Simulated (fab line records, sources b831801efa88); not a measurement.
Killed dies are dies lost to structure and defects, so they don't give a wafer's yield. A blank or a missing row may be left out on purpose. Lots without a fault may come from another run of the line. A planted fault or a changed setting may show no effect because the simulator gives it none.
A struck lot beside a sound one | flow sky130 | 18 steps out of a route of 708
Sound: wafers L583.1, L583.3, L583.4. Struck: wafers L596.4, L596.5, L596.6. The cause comes at the end.
At each step with rows: each side's tool, then ch and its chambers, then its first start. Under that, the readings that differ: sound wafers | struck wafers | difference of the means | sigmas: that difference in standard deviations of wafers without a fault.
alike: readings whose means differ by less than 2 such deviations, and words and numbers that are the same on both sides. not compared: withheld readings, readings that some wafer has no value for, bounds like >300 that may hide the same value, and numbers for which the record gives no deviation and whose values overlap.
The two part at a step that has a row with sigmas, a row that says differs or no value, or rows on one side only. Numbers that don't overlap but have no deviation are shown without sigmas and don't part them. A reading that every wafer of one side lacks parts them only if that side has two wafers or more.

first, 9 steps without rows for these wafers: SKY_CAP2M_CLEAN_17 (cleans in O3/DIW); SKY_METAL4_DEHYDRATE_05 (time 60 s); SKY_METAL4_HMDS_06 (prime time 60 s); SKY_METAL4_COAT_07 (resist thk 60 nm); SKY_METAL4_COAT_08 (resist thk 1140 nm); SKY_METAL4_SOFTBAKE_09 (time 90 s); SKY_METAL4_EXPOSE_10 (exposes mask MM4, target cd 300 nm); SKY_METAL4_PEB_11; SKY_METAL4_DEVELOP_12 (develop time 60 s).
SKY_METAL4_CD_MEAS_13: target cd 300 nm.
  sound on cd_sem-02, day 41 21:23; struck on cd_sem-01, day 45 12:32
  alike: cd_nm
SKY_METAL4_OVL_MEAS_14:
  sound on overlay-02, day 41 21:31; struck on overlay-01, day 45 12:37
  alike: METAL4_OVL
SKY_METAL4_DESCUM_15: chemistry O2, time 8 s.
  sound on rie_metal-01 ch 0,1, day 41 21:32; struck on rie_metal-02 ch 1, day 45 12:40
  alike: drypump_motor_current_A, he_backside_leak_sccm, oes_product_au
  not compared: rf_hours_counter_h
SKY_METAL4_ETCH_16: etches BARC in N2/H2, stops on SiO2, time 88.2 s, target depth 60 nm.
  sound on rie_metal-01 ch 0,1, day 41 21:35; struck on rie_metal-02 ch 1, day 45 12:48
  reading                                       | sound                | struck               | difference | sigmas
  he_backside_leak_sccm (sccm)                  | 3.60 3.64 3.53       | 3.18 3.17 3.10       | -0.44      | -2
  oes_product_au (a.u.)                         | 0.623 0.627 0.624    | 0.994 0.992 0.987    | +0.366     | +81
  run_length_s (s)                              | 116.9 116.9 116.6    | 61.8 61.6 61.9       | -55.0      | -99 or more
  throttle_valve_pct (%)                        | 13.194 13.208 13.202 | 13.262 13.252 13.242 | +0.051     | +6
  model.KrF-thick_of_METAL4_COAT_08.thk_nm (nm) | 1077 1074 1073       | 1107 1111 1112       | +35        |
  model.METAL4.cd_nm (nm)                       | 296.7 302 296.5      | 308.5 309 309.6      | +10.6      |
  model.etch.depth_nm (nm)                      | 59.92 59.82 59.77    | 55.34 55.4 55.05     | -4.57      |
  alike: drypump_motor_current_A
  not compared: rf_hours_counter_h
SKY_METAL4_ETCH_17: etches SiO2 in C4F8/O2/Ar, stops on TiN, time 3.9 s, target depth 15 nm.
  sound on rie_diel-02 ch 0,1,2, day 41 21:40; struck on rie_diel-02 ch 0,1,2, day 45 12:53
  reading               | sound             | struck            | difference | sigmas
  oes_product_au (a.u.) | 0.758 0.757 0.771 | 0.699 0.705 0.688 | -0.065     | -8
  not compared: rf_hours_counter_h
SKY_METAL4_METAL_ETCH_18: etches the open film in Cl2/BCl3, stops on SiO2, target depth 845 nm, time 183.1 s.
  sound on rie_metal-03 ch 0,1, day 41 21:41; struck on rie_metal-01 ch 0,1, day 45 12:58
  reading                                       | sound             | struck            | difference | sigmas
  oes_product_au (a.u.)                         | 0.870 0.867 0.861 | 0.787 0.807 0.779 | -0.075     | -11
  model.KrF-thick_of_METAL4_COAT_08.thk_nm (nm) | 534.6 523.2 528.9 | 566.1 574.2 556.2 | +36.6      |
  model.METAL4.cd_nm (nm)                       | 295.9 304.6 297.9 | 314.4 315.7 315   | +15.6      |
  alike: drypump_motor_current_A, he_backside_leak_sccm, run_length_s, throttle_valve_pct
  not compared: rf_hours_counter_h
SKY_METAL4_STRIP_19: strips in O2/N2.
  sound on plasma_asher-01 ch 0,1, day 41 21:52; struck on plasma_asher-02 ch 0,1, day 45 13:07
  reading                      | sound             | struck            | difference | sigmas
  oes_product_au (a.u.)        | 0.499 0.500 0.504 | 0.516 0.524 0.516 | +0.018     | +3
  strip_time_to_endpoint_s (s) | 6.60 6.50 6.55    | 6.93 7.01 6.82    | +0.37      | +4
  alike: drypump_motor_current_A
  not compared: rf_hours_counter_h
then, 1 step without rows for these wafers: SKY_METAL4_STRIP_20 (strips in post etch residue remover, time 1200 s).
-- the record jumps here: 4 days lie between the struck wafers' starts before and after (it left off in module METAL4 and takes up again in module PAD_OPEN, whose first step shown is number 708 of the route) --
SKY_PAD_OPEN_PROBE_99:
  sound on prober-01, day 45 19:35; struck on prober-01, day 49 03:13
  reading                               | sound                | struck             | difference | sigmas
  defect_limited_yield (%)              | 81.3 80.5 85.4       | 56.5 55.5 51.6     | -27.9      | -14
  killed_at_M4_up                       | 10 6 4               | 136 136 157        | +136       | +65
  killed_dies                           | 92 96 72             | 214 219 238        | +137       | +14
  killed_on_rim                         | 17 19 11             | 56 74 70           | +51        | +13
  sort_bin_5_function (%)               | 10.6 12.4 8.5        | 35.8 38.0 42.3     | +28.2      | +19
  sort_n_pass                           | 400 396 420          | 278 273 254        | -137       | -14
  sort_yield_pct (%)                    | 81.3 80.5 85.4       | 56.5 55.5 51.6     | -27.9      | -14
  model.etest.tester.sort_n_pass        | 400 396 420          | 278 273 254        | -137       |
  model.etest.tester.sort_yield_pct (%) | 81.3 80.49 85.37     | 56.5 55.49 51.63   | -27.8      |
  model.etest.tester.sort_bin_5_pct (%) | 10.57 12.4 8.537     | 35.77 38.01 42.28  | +28.18     |
  model.etest.met4.width_nm (nm)        | 294.6 303.8 299.9    | 315.7 316 310.5    | +14.6      |
  model.etest.met4_comb.leak_log10_a_um | -12.09 -12.01 -12.15 | -8.496 -8.588 -8.3 | +3.622     |
  alike: killed_at_M0_to_M3, killed_at_contacts, killed_at_front_end, killed_at_other, killed_open, killed_short, sort_bin_3_pad_short, sort_bin_6_memory

WHERE THEY PART
First at SKY_METAL4_ETCH_16; last, within this record, at SKY_PAD_OPEN_PROBE_99.

WHY: what the simulator had put in
Process parameter drift: rie_metal-02, from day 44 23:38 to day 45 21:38, at SKY_METAL4_ETCH_16. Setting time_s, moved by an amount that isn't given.
